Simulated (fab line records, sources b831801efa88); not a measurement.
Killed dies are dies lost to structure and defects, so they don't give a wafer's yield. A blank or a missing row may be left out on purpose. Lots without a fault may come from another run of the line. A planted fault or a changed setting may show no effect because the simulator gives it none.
fab line records | flow sky130
record lots=5 wafers=15 last_day=50
route steps=708 shown CONTACT@412 METAL1@434
lots that met no fault: from a run of the same line without faults
start_h: hours from the record's first day to the start of the lot's first wafer shown | wait_h: hours since the lot's step before | " the same as in the row above | L1.1+2: a row that stands for several wafers | - no value, or no start given | * or withheld: withheld | < > ~ a bound
route shown NAME@n: a module of which the file shows steps, and the number in the route of the first | usual: mean/standard deviation of fault-free wafers | same: alike in all rows | chamber/n: place in a boat | sites: the reading at each site | _std_site: their standard deviation | _edge_site: outer sites' mean less inner sites' | radius_mm: how far each site lies from the wafer's centre | mask NAME#n: copy n | behind: the tool/chamber that last shaped the wafer | hold: why the lot was held/for how many hours/how that ended | device: the transistor (n, p or np) that didn't switch | end of line: the same wafers' tests at the end of the route | a step without rows: its recipe alone | killed: dies lost to structure and defects at the first sort, not the wafer's yield | map: a wafer's dies, x killed, . not, _ none there
set.NAME: the setting as run; set.NAME@STEP: as run at that earlier step | model.NAME: the simulator's own value behind a step, which no gauge read
lots at some steps of the route; a table a step, a row a wafer
services: from which hour (start_h, from the record's first day; less than 0 if before it) a tool's chamber was out of use, for how many hours, and why
## steps
# step SKY_CONTACT_DEHYDRATE_06
# recipe temp_c=200 time_s=60
# usual resist_line_temp_C=22.99/0.12
# same time_s=60
# columns lot.wafer tool chamber start_h wait_h resist_line_temp_C
L080.2 litho_track-01 0 780.30 12.7 22.96
L080.4 " 0 " " 23.07
L080.5 " 0 " " 23.18
L087.2 litho_track-01 0 834.05 12.5 22.95
L087.3 " 0 " " 22.86
L087.6 " 0 " " 23.17
L092.2 litho_track-01 0 863.85 12.2 22.99
L092.3 " 0 " " 22.90
L092.5 " 0 " " 22.86
L094.3 litho_track-02 0 876.72 12.6 23.10
L094.4 " 0 " " 23.05
L094.5 " 0 " " 23.03
L095.3 litho_track-01 0 891.17 12.3 22.85
L095.4 " 0 " " 22.86
L095.5 " 0 " " 22.82
# step SKY_CONTACT_HMDS_07
# recipe prime_time_s=60 prime_temp_c=120
# usual resist_line_temp_C=22.99/0.1
# columns lot.wafer tool chamber start_h wait_h resist_line_temp_C
L080.2 litho_track-01 0 780.45 0.1 22.88
L080.4 " 0 " " 23.03
L080.5 " 0 " " 23.09
L087.2 litho_track-01 0 834.20 0.1 23.02
L087.3 " 0 " " 23.02
L087.6 " 0 " " 22.95
L092.2 litho_track-01 0 864.00 0.1 22.98
L092.3 " 0 " " 22.97
L092.5 " 0 " " 22.92
L094.3 litho_track-02 0 876.87 0.1 22.87
L094.4 " 0 " " 23.10
L094.5 " 0 " " 22.92
L095.3 litho_track-01 0 891.32 0.1 23.06
L095.4 " 0 " " 22.91
L095.5 " 0 " " 23.00
# step SKY_CONTACT_COAT_08
# recipe resist=BARC temp_c=withheld time_s=withheld spin_rpm=3000 resist_thk_nm=60
# usual resist_line_temp_C=*
# columns lot.wafer tool chamber start_h wait_h resist_line_temp_C
L080.2 litho_track-01 0 780.60 0.1 *
L080.4 " 0 " " *
L080.5 " 0 " " *
L087.2 litho_track-01 0 834.35 0.1 *
L087.3 " 0 " " *
L087.6 " 0 " " *
L092.2 litho_track-01 0 864.15 0.1 *
L092.3 " 0 " " *
L092.5 " 0 " " *
L094.3 litho_track-02 0 877.02 0.1 *
L094.4 " 0 " " *
L094.5 " 0 " " *
L095.3 litho_track-01 0 891.47 0.1 *
L095.4 " 0 " " *
L095.5 " 0 " " *
# step SKY_CONTACT_COAT_09
# recipe resist=KrF-thick spin_rpm=3000 resist_thk_nm=450
# usual resist_line_temp_C=23.01/0.1
# columns lot.wafer tool chamber start_h wait_h resist_line_temp_C
L080.2 litho_track-01 0 - - 22.99
L080.4 " 0 " " 22.91
L080.5 " 0 " " 23.00
L087.2 litho_track-01 0 - - 22.92
L087.3 " 0 " " 22.95
L087.6 " 0 " " 22.96
L092.2 litho_track-01 0 - - 23.07
L092.3 " 0 " " 23.05
L092.5 " 0 " " 22.97
L094.3 litho_track-02 0 - - 23.06
L094.4 " 0 " " 23.08
L094.5 " 0 " " 22.95
L095.3 litho_track-01 0 - - 22.98
L095.4 " 0 " " 23.09
L095.5 " 0 " " 23.14
# step SKY_CONTACT_SOFTBAKE_10
# recipe temp_c=101.2 time_s=90 resist=KrF-thick
# usual resist_line_temp_C=22.97/0.12
# same time_s=90
# columns lot.wafer tool chamber start_h wait_h resist_line_temp_C
L080.2 litho_track-01 0 - - 22.81
L080.4 " 0 " " 22.87
L080.5 " 0 " " 22.89
L087.2 litho_track-01 0 - - 23.22
L087.3 " 0 " " 23.07
L087.6 " 0 " " 23.03
L092.2 litho_track-01 0 - - 23.06
L092.3 " 0 " " 22.97
L092.5 " 0 " " 23.12
L094.3 litho_track-02 0 - - 22.81
L094.4 " 0 " " 22.85
L094.5 " 0 " " 22.96
L095.3 litho_track-01 0 - - 23.24
L095.4 " 0 " " 23.04
L095.5 " 0 " " 23.11
# step SKY_CONTACT_EXPOSE_11
# recipe mask_id=CTM1 na=0.8 source_shape=annular sigma_inner=0.55 sigma_outer=0.85 target_cd_nm=170 dose_mj=38
# same na=0.8
# columns lot.wafer tool chamber start_h wait_h mask
L080.2+4+5 krf_scanner-01 0 - - CTM1#0
L087.2+3+6 krf_scanner-01 0 - - CTM1#0
L092.2+3+5 krf_scanner-02 0 - - CTM1#0
L094.3+4+5 krf_scanner-02 0 - - CTM1#0
L095.3+4+5 krf_scanner-02 0 - - CTM1#0
# step SKY_CONTACT_PEB_12
# recipe peb_temp_c=withheld peb_time_s=withheld resist=KrF-thick
# usual resist_line_temp_C=*
# columns lot.wafer tool chamber start_h wait_h resist_line_temp_C
L080.2 litho_track-02 0 - - *
L080.4 " 0 " " *
L080.5 " 0 " " *
L087.2 litho_track-01 0 - - *
L087.3 " 0 " " *
L087.6 " 0 " " *
L092.2 litho_track-02 0 - - *
L092.3 " 0 " " *
L092.5 " 0 " " *
L094.3 litho_track-02 0 - - *
L094.4 " 0 " " *
L094.5 " 0 " " *
L095.3 litho_track-03 0 - - *
L095.4 " 0 " " *
L095.5 " 0 " " *
# step SKY_CONTACT_DEVELOP_13
# recipe develop_time_s=60 resist=KrF-thick dev_temp_c=21
# usual resist_line_temp_C=23.01/0.11
# columns lot.wafer tool chamber start_h wait_h resist_line_temp_C
L080.2 litho_track-02 0 - - 23.08
L080.4 " 0 " " 23.13
L080.5 " 0 " " 23.00
L087.2 litho_track-01 0 - - 22.95
L087.3 " 0 " " 22.98
L087.6 " 0 " " 22.95
L092.2 litho_track-02 0 - - 23.12
L092.3 " 0 " " 23.13
L092.5 " 0 " " 23.05
L094.3 litho_track-02 0 - - 22.99
L094.4 " 0 " " 22.79
L094.5 " 0 " " 23.00
L095.3 litho_track-03 0 - - 23.07
L095.4 " 0 " " 22.96
L095.5 " 0 " " 22.93
# step SKY_CONTACT_CD_MEAS_14
# recipe target_cd_nm=170
# usual cd_nm=169.3/1.6
# columns lot.wafer tool chamber start_h wait_h cd_nm
L080.2 cd_sem-01 - 794.74 - 167.3
L080.4 " - " " 165.1
L080.5 " - " " 166.6
L087.2 cd_sem-01 - 847.70 - 168.6
L087.3 " - " " 167.4
L087.6 " - " " 168.2
L092.2 cd_sem-02 - 877.84 - 166.9
L092.3 " - " " 166.7
L092.5 " - " " 167.4
L094.3 cd_sem-02 - 890.21 - 169.5
L094.4 " - " " 169.1
L094.5 " - " " 169.6
L095.3 cd_sem-01 - 905.15 - 169.7
L095.4 " - " " 169.5
L095.5 " - " " 167.1
# step SKY_CONTACT_OVL_MEAS_15
# usual CONTACT_OVL=1/6.1
# columns lot.wafer tool chamber start_h wait_h CONTACT_OVL[nm]
L080.2 overlay-01 - 794.85 0.1 7
L080.4 " - " " -1
L080.5 " - " " -2
L087.2 overlay-01 - 847.81 0.1 2
L087.3 " - " " 8
L087.6 " - " " 12
L092.2 overlay-01 - 877.95 0.1 5
L092.3 " - " " 0
L092.5 " - " " -2
L094.3 overlay-01 - 890.30 0.1 0
L094.4 " - " " 1
L094.5 " - " " 5
L095.3 overlay-01 - 905.24 0.1 15
L095.4 " - " " 8
L095.5 " - " " 5
# step SKY_CONTACT_ETCH_16
# recipe chemistry=N2/H2 target=BARC ion_energy_ev=200 source_w=500 bias_w=100 pressure_mtorr=30 n2_flow_sccm=100 h2_flow_sccm=200 stop_on=SiO2 time_s=45.9 target_depth_a=600
# usual drypump_motor_current_A=5.7/0.53 oes_product_au=0.855/0.0051 throttle_valve_pct=13.224/0.009
# same time_s=45.9
# columns lot.wafer tool chamber start_h wait_h drypump_motor_current_A oes_product_au rf_hours_counter_h throttle_valve_pct
L080.2 rie_diel-03 0 794.88 0.0 5.5 0.850 10 13.234
L080.4 " 1 " " 5.7 0.854 8 13.220
L080.5 " 2 " " 4.9 0.853 - 13.239
L087.2 rie_diel-02 1 847.84 0.0 6.0 0.853 11 13.230
L087.3 " 2 " " 5.2 0.860 6 13.221
L087.6 " 0 " " 5.2 0.860 - 13.219
L092.2 rie_diel-04 3 877.98 0.0 6.1 0.860 15 13.225
L092.3 " 1 " " 6.2 0.865 8 13.225
L092.5 " 2 " " 5.4 0.856 - 13.223
L094.3 rie_diel-02 0 890.33 0.0 5.2 0.852 15 13.224
L094.4 " 1 " " 6.0 0.854 13 13.220
L094.5 " 1 " " 6.0 0.855 - 13.229
L095.3 rie_diel-04 0 905.27 0.0 5.5 0.857 13 13.221
L095.4 " 3 " " 6.1 0.853 16 13.217
L095.5 " 2 " " 5.4 0.856 - 13.214
# step SKY_CONTACT_ETCH_17
# recipe target=SiO2 chemistry=C4F8/O2/Ar stop_on=Si3N4 mask_material=KrF-thick source_w=1500 bias_w=1200 pressure_mtorr=40 c4f8_flow_sccm=withheld O2_flow_sccm=6 Ar_flow_sccm=300 time_s=withheld target_depth_a=3400
# usual oes_product_au=0.890/0.0053
# columns lot.wafer tool chamber start_h wait_h oes_product_au
L080.2 rie_diel-03 0 794.92 0.0 0.898
L080.4 " 1 " " 0.894
L080.5 " 2 " " 0.890
L087.2 rie_diel-02 1 847.88 0.0 0.903
L087.3 " 2 " " 0.890
L087.6 " 0 " " 0.895
L092.2 rie_diel-04 3 878.02 0.0 0.895
L092.3 " 1 " " 0.895
L092.5 " 2 " " 0.892
L094.3 rie_diel-02 0 890.37 0.0 0.891
L094.4 " 1 " " 0.898
L094.5 " 1 " " 0.889
L095.3 rie_diel-04 0 905.31 0.0 0.902
L095.4 " 3 " " 0.891
L095.5 " 2 " " 0.898
# step SKY_CONTACT_ETCH_18
# recipe target=Si3N4 chemistry=CHF3/O2 stop_on=TiN source_w=600 bias_w=200 pressure_mtorr=40 chf3_flow_sccm=50 O2_flow_sccm=5 time_s=39 target_depth_a=750
# usual O2_flow_sccm=4.998/0.015 drypump_motor_current_A=5.7/0.53 oes_product_au=0.854/0.01 throttle_valve_pct=8.793/0.0096
# same time_s=39
# columns lot.wafer tool chamber start_h wait_h O2_flow_sccm drypump_motor_current_A oes_product_au rf_hours_counter_h throttle_valve_pct
L080.2 rie_diel-03 0 - - 4.980 5.5 0.853 10 8.800
L080.4 " 1 " " 4.988 5.7 0.849 8 8.779
L080.5 " 2 " " 5.015 4.8 0.854 - 8.775
L087.2 rie_diel-02 1 - - 4.995 6.0 0.862 11 8.796
L087.3 " 2 " " 4.998 5.2 0.850 7 8.801
L087.6 " 0 " " 4.996 5.2 0.876 - 8.802
L092.2 rie_diel-04 3 - - 5.003 6.1 0.842 15 8.804
L092.3 " 1 " " 5.014 6.1 0.835 8 8.789
L092.5 " 2 " " 4.977 5.3 0.866 - 8.783
L094.3 rie_diel-02 0 - - 5.008 5.2 0.851 15 8.793
L094.4 " 1 " " 4.981 5.9 0.859 13 8.796
L094.5 " 1 " " 4.981 5.9 0.864 - 8.786
L095.3 rie_diel-04 0 - - 5.015 5.5 0.851 13 8.788
L095.4 " 3 " " 5.007 6.1 0.851 16 8.782
L095.5 " 2 " " 5.008 5.3 0.858 - 8.778
# step SKY_CONTACT_STRIP_19
# recipe chemistry=O2/N2 power_w=1400 pressure_mtorr=1500 platen_temp_c=withheld o2_flow_sccm=3000 n2_flow_sccm=300 overash_fraction=0.5
# usual drypump_motor_current_A=5.7/0.43 oes_product_au=0.380/0.0045 strip_time_to_endpoint_s=3.62/0.038
# columns lot.wafer tool chamber start_h wait_h drypump_motor_current_A oes_product_au rf_hours_counter_h strip_time_to_endpoint_s
L080.2 plasma_asher-03 0 795.01 - 5.9 0.380 70 3.63
L080.4 " 1 " " 6.5 0.374 - 3.66
L080.5 " 0 " " 5.9 0.383 - 3.61
L087.2 plasma_asher-02 1 847.97 - 5.5 0.385 101 3.58
L087.3 " 1 " " 5.4 0.384 - 3.62
L087.6 " 1 " " 5.4 0.376 - 3.62
L092.2 plasma_asher-03 0 878.11 - 5.9 0.391 78 3.62
L092.3 " 0 " " 5.9 0.379 - 3.67
L092.5 " 0 " " 5.9 0.379 - 3.58
L094.3 plasma_asher-03 1 890.49 - 6.5 0.375 - 3.61
L094.4 " 0 " " 5.9 0.373 - 3.61
L094.5 " 0 " " 5.9 0.378 - 3.61
L095.3 plasma_asher-02 1 905.43 - 5.5 0.373 - 3.62
L095.4 " 0 " " 5.8 0.383 - 3.65
L095.5 " 0 " " 5.9 0.377 - 3.55
# step SKY_CONTACT_STRIP_20
# recipe chemistry=post_etch_residue_remover time_s=1200 temp_c=72.5
# same time_s=1200
# columns lot.wafer tool chamber start_h wait_h
L080.2+4+5 wet_bench-01 2 795.11 0.1
L087.2+3+6 wet_bench-01 3 848.07 0.1
L092.2+3+5 wet_bench-01 1 878.21 0.1
L094.3+4+5 wet_bench-03 1 890.56 0.0
L095.3+4+5 wet_bench-03 3 905.50 0.0
# step SKY_CONTACT_CLEAN_21
# recipe chemistry=IPA time_s=180 temp_c=25
# same time_s=180
# columns lot.wafer tool chamber start_h wait_h
L080.2+4+5 wet_bench-03 2 795.45 0.0
L087.2+3+6 wet_bench-04 3 848.44 0.0
L092.2+3+5 wet_bench-01 2 878.55 0.0
L094.3+4+5 wet_bench-01 3 890.90 0.0
L095.3+4+5 wet_bench-04 0 905.87 0.0
# step SKY_CONTACT_CLEAN_22
# recipe chemistry=O3/DIW dry=n2_spin
# columns lot.wafer tool chamber start_h wait_h
L080.2+4+5 wet_bench-01 0 795.51 0.0
L087.2+3+6 wet_bench-03 3 848.50 0.0
L092.2+3+5 wet_bench-01 1 878.61 0.0
L094.3+4+5 wet_bench-03 2 890.96 0.0
L095.3+4+5 wet_bench-03 1 905.93 0.0
# step SKY_CONTACT_SPUTTER_23
# recipe material=TiN target_thk_nm=20 chamber_pressure_pa=5 power_w=4000 time_s=80
# usual throttle_valve_pct=29.8/1.3
# same time_s=80
# columns lot.wafer tool chamber start_h wait_h throttle_valve_pct
L080.2 pvd_sputter-02 - 795.61 0.0 28.1
L080.4 " - " " 28.4
L080.5 " - " " 28.1
L087.2 pvd_sputter-03 - 848.60 0.0 28.1
L087.3 " - " " 31.5
L087.6 " - " " 29.6
L092.2 pvd_sputter-01 - 878.70 0.0 31.1
L092.3 " - " " 29.1
L092.5 " - " " 31.1
L094.3 pvd_sputter-03 - 891.05 0.0 31.4
L094.4 " - " " 28.5
L094.5 " - " " 28.6
L095.3 pvd_sputter-03 - 906.03 0.0 31.3
L095.4 " - " " 29.9
L095.5 " - " " 31.4
# step SKY_CONTACT_CVD_24
# recipe material=W target_thk_nm=340 time_s=102.12 temp_c=400 pressure_torr=40
# usual heater_power_w=892/44
# same time_s=102.12
# columns lot.wafer tool chamber start_h wait_h heater_power_w
L080.2 cvd_w-02 0 795.67 0.0 947
L080.4 " 0 " " 940
L080.5 " 1 " " 834
L087.2 cvd_w-01 0 848.66 0.0 861
L087.3 " 1 " " 893
L087.6 " 0 " " 868
L092.2 cvd_w-01 1 878.76 0.0 908
L092.3 " 0 " " 859
L092.5 " 0 " " 891
L094.3 cvd_w-01 1 891.15 0.1 903
L094.4 " 0 " " 871
L094.5 " 1 " " 925
L095.3 cvd_w-01 1 906.13 0.1 903
L095.4 " 0 " " 852
L095.5 " 0 " " 870
# step SKY_CONTACT_RS_MEAS_25
# recipe thk_meas_gauge=four-point-probe reads=W_of_CONTACT_CVD_24+TiN_of_CONTACT_SPUTTER_23
# usual CONTACT_W_RS=0.342/0.0055
# columns lot.wafer tool chamber start_h wait_h CONTACT_W_RS[ohm/sq]
L080.2 film_metro-01 - 795.80 0.1 0.343
L080.4 " - " " 0.344
L080.5 " - " " 0.339
L087.2 film_metro-03 - 848.79 0.1 0.337
L087.3 " - " " 0.352
L087.6 " - " " 0.336
L092.2 film_metro-01 - 878.89 0.1 0.349
L092.3 " - " " 0.336
L092.5 " - " " 0.338
L094.3 film_metro-01 - 891.26 0.1 0.346
L094.4 " - " " 0.332
L094.5 " - " " 0.343
L095.3 film_metro-01 - 906.24 0.1 0.342
L095.4 " - " " 0.328
L095.5 " - " " 0.331
# step SKY_CONTACT_THK_MEAS_26
# recipe thk_meas_gauge=xrf reads=W_of_CONTACT_CVD_24
# usual CONTACT_W_THK=341/6.3
# columns lot.wafer tool chamber start_h wait_h CONTACT_W_THK[nm]
L080.2 film_metro-01 - 795.91 0.1 344
L080.4 " - " " 344
L080.5 " - " " 347
L087.2 film_metro-03 - 848.90 0.1 344
L087.3 " - " " 330
L087.6 " - " " 346
L092.2 film_metro-01 - 879.00 0.1 336
L092.3 " - " " 351
L092.5 " - " " 346
L094.3 film_metro-01 - 891.36 0.1 336
L094.4 " - " " 353
L094.5 " - " " 340
L095.3 film_metro-01 - 906.34 0.1 341
L095.4 " - " " 356
L095.5 " - " " 353
# step SKY_CONTACT_CMP_27
# recipe stop_on=SiO2 t_overpolish_s=15 down_force_psi=3.5 platen_rpm=60 target_thk_nm=0 pad_velocity_m_s=0.94248
# usual motor_current_A=10.6/1.1 overpolish_run_s=15.001/0.0094 slurry_flow_ml_min=150.0/0.47 time_to_endpoint_s=79/4.2
# columns lot.wafer tool chamber start_h wait_h motor_current_A overpolish_run_s slurry_flow_ml_min time_to_endpoint_s
L080.2 cmp-02 2 796.01 0.1 10.1 15.009 149.3 75
L080.4 " 0 " " 12.0 15.002 149.6 69
L080.5 " 1 " " 10.5 14.993 149.6 77
L087.3 cmp-02 3 849.00 0.1 9.1 15.003 149.6 79
L087.2 " 0 " " 11.5 14.995 149.9 75
L087.6 " 3 " " 9.1 15.000 149.3 85
L092.2 cmp-01 2 879.10 0.1 12.5 15.007 150.1 78
L092.3 " 0 " " 9.1 14.993 150.6 78
L092.5 " 1 " " 10.5 15.007 150.5 83
L094.4 cmp-02 0 891.40 0.0 12.3 15.013 149.0 80
L094.3 " 2 " " 10.1 15.003 150.1 82
L094.5 " 1 " " 10.3 14.996 149.5 82
L095.3 cmp-02 2 906.43 0.1 10.1 15.003 150.1 82
L095.4 " 3 " " 9.5 14.998 150.3 92
L095.5 " 2 " " 10.0 15.006 150.2 83
# step SKY_METAL1_SPUTTER_00
# recipe material=Ti target_thk_nm=15 power_w=3000 time_s=10 chamber_pressure_pa=0.4
# usual throttle_valve_pct=29.7/1
# same time_s=10
# columns lot.wafer tool chamber start_h wait_h throttle_valve_pct
L080.2 pvd_sputter-03 - 796.26 0.2 29.4
L080.4 " - " " 28.3
L080.5 " - " " 29.7
L087.2 pvd_sputter-02 - 849.25 0.1 28.3
L087.3 " - " " 29.1
L087.6 " - " " 29.1
L092.2 pvd_sputter-02 - 879.35 0.2 29.2
L092.3 " - " " 29.1
L092.5 " - " " 29.3
L094.3 pvd_sputter-02 - 891.70 0.1 28.3
L094.4 " - " " 29.3
L094.5 " - " " 28.2
L095.3 pvd_sputter-02 - 906.68 0.2 29.4
L095.4 " - " " 28.4
L095.5 " - " " 29.2
# step SKY_METAL1_SPUTTER_01
# recipe material=TiN target_thk_nm=20 power_w=6500 time_s=16.7 chamber_pressure_pa=0.4
# usual throttle_valve_pct=29.6/1
# same time_s=16.7
# columns lot.wafer tool chamber start_h wait_h throttle_valve_pct
L080.2 pvd_sputter-03 - 796.28 0.0 30.0
L080.4 " - " " 28.5
L080.5 " - " " 29.7
L087.2 pvd_sputter-02 - 849.28 0.0 28.1
L087.3 " - " " 29.2
L087.6 " - " " 29.1
L092.2 pvd_sputter-02 - 879.37 0.0 29.2
L092.3 " - " " 29.3
L092.5 " - " " 29.1
L094.3 pvd_sputter-02 - 891.72 0.0 28.3
L094.4 " - " " 29.0
L094.5 " - " " 28.1
L095.3 pvd_sputter-02 - 906.71 0.0 29.1
L095.4 " - " " 28.4
L095.5 " - " " 29.2
# step SKY_METAL1_SPUTTER_02
# recipe material=AlCu target_thk_nm=250 power_w=10600 time_s=13.3 chamber_pressure_pa=0.4
# usual throttle_valve_pct=29.6/1
# same time_s=13.3
# columns lot.wafer tool chamber start_h wait_h throttle_valve_pct
L080.2 pvd_sputter-03 - 796.30 0.0 29.7
L080.4 " - " " 28.1
L080.5 " - " " 29.9
L087.2 pvd_sputter-02 - 849.30 0.0 28.0
L087.3 " - " " 29.1
L087.6 " - " " 29.0
L092.2 pvd_sputter-02 - 879.40 0.0 29.3
L092.3 " - " " 29.4
L092.5 " - " " 29.2
L094.3 pvd_sputter-02 - 891.75 0.0 28.6
L094.4 " - " " 29.4
L094.5 " - " " 28.3
L095.3 pvd_sputter-02 - 906.73 0.0 29.0
L095.4 " - " " 28.2
L095.5 " - " " 29.4
# step SKY_METAL1_SPUTTER_03
# recipe material=Ti target_thk_nm=5 power_w=3000 time_s=3.3 chamber_pressure_pa=0.4
# usual throttle_valve_pct=29.6/1
# same time_s=3.3
# columns lot.wafer tool chamber start_h wait_h throttle_valve_pct
L080.2 pvd_sputter-03 - 796.33 0.0 29.3
L080.4 " - " " 28.3
L080.5 " - " " 29.5
L087.2 pvd_sputter-02 - 849.33 0.0 28.3
L087.3 " - " " 29.4
L087.6 " - " " 29.3
L092.2 pvd_sputter-02 - 879.42 0.0 29.2
L092.3 " - " " 29.5
L092.5 " - " " 28.9
L094.3 pvd_sputter-02 - 891.77 0.0 28.2
L094.4 " - " " 29.3
L094.5 " - " " 28.3
L095.3 pvd_sputter-02 - 906.76 0.0 29.1
L095.4 " - " " 28.2
L095.5 " - " " 29.6
# step SKY_METAL1_SPUTTER_04
# recipe material=TiN target_thk_nm=70 power_w=6500 time_s=58.3 chamber_pressure_pa=0.4
# usual throttle_valve_pct=29.6/1
# same time_s=58.3
# columns lot.wafer tool chamber start_h wait_h throttle_valve_pct
L080.2 pvd_sputter-03 - 796.35 0.0 29.7
L080.4 " - " " 28.2
L080.5 " - " " 29.3
L087.2 pvd_sputter-02 - 849.34 0.0 28.3
L087.3 " - " " 29.0
L087.6 " - " " 29.3
L092.2 pvd_sputter-02 - 879.44 0.0 29.2
L092.3 " - " " 29.2
L092.5 " - " " 29.2
L094.3 pvd_sputter-02 - 891.79 0.0 28.2
L094.4 " - " " 29.1
L094.5 " - " " 28.3
L095.3 pvd_sputter-02 - 906.77 0.0 29.4
L095.4 " - " " 28.2
L095.5 " - " " 29.3
# step SKY_METAL1_RS_MEAS_05
# recipe thk_meas_gauge=four-point-probe reads=TiN_of_METAL1_SPUTTER_04+Ti_of_METAL1_SPUTTER_03+AlCu_of_METAL1_SPUTTER_02+TiN_of_METAL1_SPUTTER_01+Ti_of_METAL1_SPUTTER_00
# usual METAL1_ALCU_RS=0.1268/0.0013
# columns lot.wafer tool chamber start_h wait_h METAL1_ALCU_RS[ohm/sq]
L080.2 film_metro-02 - 796.42 0.0 0.1287
L080.4 " - " " 0.1270
L080.5 " - " " 0.1281
L087.2 film_metro-03 - 849.41 0.0 0.1261
L087.3 " - " " 0.1273
L087.6 " - " " 0.1277
L092.2 film_metro-04 - 879.51 0.0 0.1276
L092.3 " - " " 0.1251
L092.5 " - " " 0.1256
L094.3 film_metro-03 - 891.88 0.1 0.1261
L094.4 " - " " 0.1267
L094.5 " - " " 0.1261
L095.3 film_metro-02 - 906.86 0.1 0.1263
L095.4 " - " " 0.1255
L095.5 " - " " 0.1250
# step SKY_METAL1_THK_MEAS_06
# recipe thk_meas_gauge=xrf reads=AlCu_of_METAL1_SPUTTER_02
# usual METAL1_ALCU_THK=251.7/2.6
# columns lot.wafer tool chamber start_h wait_h METAL1_ALCU_THK[nm]
L080.2 film_metro-02 - 796.53 0.1 248.8
L080.4 " - " " 250.9
L080.5 " - " " 250.0
L087.2 film_metro-03 - 849.52 0.1 252.3
L087.3 " - " " 248.4
L087.6 " - " " 248.3
L092.2 film_metro-04 - 879.62 0.1 251.9
L092.3 " - " " 256.2
L092.5 " - " " 254.5
L094.3 film_metro-03 - 891.98 0.1 251.2
L094.4 " - " " 252.2
L094.5 " - " " 252.8
L095.3 film_metro-02 - 906.96 0.1 253.1
L095.4 " - " " 252.5
L095.5 " - " " 254.2
# step SKY_METAL1_DEHYDRATE_07
# recipe temp_c=200 time_s=60
# usual resist_line_temp_C=23.00/0.1
# same time_s=60
# columns lot.wafer tool chamber start_h wait_h resist_line_temp_C
L080.2 litho_track-03 0 808.49 12.0 23.10
L080.4 " 0 " " 23.08
L080.5 " 0 " " 23.12
L087.2 litho_track-04 0 861.60 12.1 22.69
L087.3 " 0 " " 22.76
L087.6 " 0 " " 22.67
L092.2 litho_track-01 0 891.95 12.3 23.01
L092.3 " 0 " " 23.01
L092.5 " 0 " " 23.02
L094.3 litho_track-01 0 904.42 12.4 22.97
L094.4 " 0 " " 23.01
L094.5 " 0 " " 22.98
L095.3 litho_track-03 0 918.81 11.8 23.01
L095.4 " 0 " " 23.06
L095.5 " 0 " " 23.09
# step SKY_METAL1_HMDS_08
# recipe prime_time_s=60 prime_temp_c=120
# usual resist_line_temp_C=22.99/0.095
# columns lot.wafer tool chamber start_h wait_h resist_line_temp_C
L080.2 litho_track-03 0 808.64 0.1 23.01
L080.4 " 0 " " 22.92
L080.5 " 0 " " 23.00
L087.2 litho_track-04 0 861.75 0.1 23.03
L087.3 " 0 " " 22.88
L087.6 " 0 " " 22.86
L092.2 litho_track-01 0 892.10 0.1 22.99
L092.3 " 0 " " 22.95
L092.5 " 0 " " 23.11
L094.3 litho_track-01 0 904.57 0.1 23.11
L094.4 " 0 " " 23.07
L094.5 " 0 " " 23.02
L095.3 litho_track-03 0 918.96 0.1 23.10
L095.4 " 0 " " 23.04
L095.5 " 0 " " 23.12
# step SKY_METAL1_COAT_09
# recipe resist=BARC temp_c=withheld time_s=withheld spin_rpm=3000 resist_thk_nm=60
# usual resist_line_temp_C=*
# columns lot.wafer tool chamber start_h wait_h resist_line_temp_C
L080.2 litho_track-03 0 808.79 0.1 *
L080.4 " 0 " " *
L080.5 " 0 " " *
L087.2 litho_track-04 0 861.90 0.1 *
L087.3 " 0 " " *
L087.6 " 0 " " *
L092.2 litho_track-01 0 892.25 0.1 *
L092.3 " 0 " " *
L092.5 " 0 " " *
L094.3 litho_track-01 0 904.72 0.1 *
L094.4 " 0 " " *
L094.5 " 0 " " *
L095.3 litho_track-03 0 919.11 0.1 *
L095.4 " 0 " " *
L095.5 " 0 " " *
# step SKY_METAL1_COAT_10
# recipe resist=KrF-thick spin_rpm=3000 resist_thk_nm=450
# usual resist_line_temp_C=22.97/0.098
# columns lot.wafer tool chamber start_h wait_h resist_line_temp_C
L080.2 litho_track-03 0 - - 23.06
L080.4 " 0 " " 23.02
L080.5 " 0 " " 22.91
L087.2 litho_track-04 0 - - 23.00
L087.3 " 0 " " 22.88
L087.6 " 0 " " 22.94
L092.2 litho_track-01 0 - - 22.88
L092.3 " 0 " " 22.95
L092.5 " 0 " " 22.86
L094.3 litho_track-01 0 - - 23.10
L094.4 " 0 " " 23.19
L094.5 " 0 " " 23.04
L095.3 litho_track-03 0 - - 23.09
L095.4 " 0 " " 23.12
L095.5 " 0 " " 23.09
# step SKY_METAL1_SOFTBAKE_11
# recipe temp_c=100 time_s=90 resist=KrF-thick
# usual resist_line_temp_C=23.00/0.11
# same time_s=90
# columns lot.wafer tool chamber start_h wait_h resist_line_temp_C
L080.2 litho_track-03 0 - - 22.95
L080.4 " 0 " " 22.97
L080.5 " 0 " " 23.02
L087.2 litho_track-04 0 - - 22.99
L087.3 " 0 " " 23.02
L087.6 " 0 " " 23.04
L092.2 litho_track-01 0 - - 23.31
L092.3 " 0 " " 23.08
L092.5 " 0 " " 23.17
L094.3 litho_track-01 0 - - 22.98
L094.4 " 0 " " 23.15
L094.5 " 0 " " 23.08
L095.3 litho_track-03 0 - - 22.76
L095.4 " 0 " " 23.00
L095.5 " 0 " " 22.82
# step SKY_METAL1_EXPOSE_12
# recipe mask_id=MM1 na=0.8 source_shape=annular sigma_inner=0.55 sigma_outer=0.85 target_cd_nm=140 dose_mj=28
# same na=0.8
# columns lot.wafer tool chamber start_h wait_h mask
L080.2+4+5 krf_scanner-02 0 - - MM1#0
L087.2+3+6 krf_scanner-02 0 - - MM1#0
L092.2+3+5 krf_scanner-02 0 - - MM1#0
L094.3+4+5 krf_scanner-01 0 - - MM1#0
L095.3+4+5 krf_scanner-02 0 - - MM1#0
## services
# columns tool chamber start_h hours kind
krf_scanner-01 - 760.12 0.8 pm
pvd_sputter-02 - 760.52 4.8 repair
rie_diel-04 - 761.17 1.8 repair
krf_scanner-02 - 769.89 0.8 pm
rie_diel-02 - 787.82 2.8 pm
krf_scanner-02 - 834.00 4.4 pm
krf_scanner-02 - 840.55 1.3 pm
cvd_w-01 - 841.19 0.8 repair
krf_scanner-01 - 845.78 0.8 pm
rie_diel-03 1 848.87 39.3 repair
cmp-02 - 854.05 4.4 pm
rie_diel-04 - 854.65 0.6 repair
rie_diel-04 1 860.03 1.4 repair
rie_diel-02 1 869.65 4.2 repair
krf_scanner-01 - 873.39 1.3 pm
krf_scanner-02 - 876.43 1.0 pm
cvd_w-01 0 879.17 3.1 repair
krf_scanner-01 - 887.54 6.0 pm
rie_diel-03 3 889.32 7.5 repair
krf_scanner-02 - 893.54 4.0 pm
pvd_sputter-03 - 893.67 2.5 repair
krf_scanner-01 - 897.56 4.4 pm
plasma_asher-03 - 911.56 3.2 repair
cvd_w-01 - 918.00 6.9 pm
## key
fault none
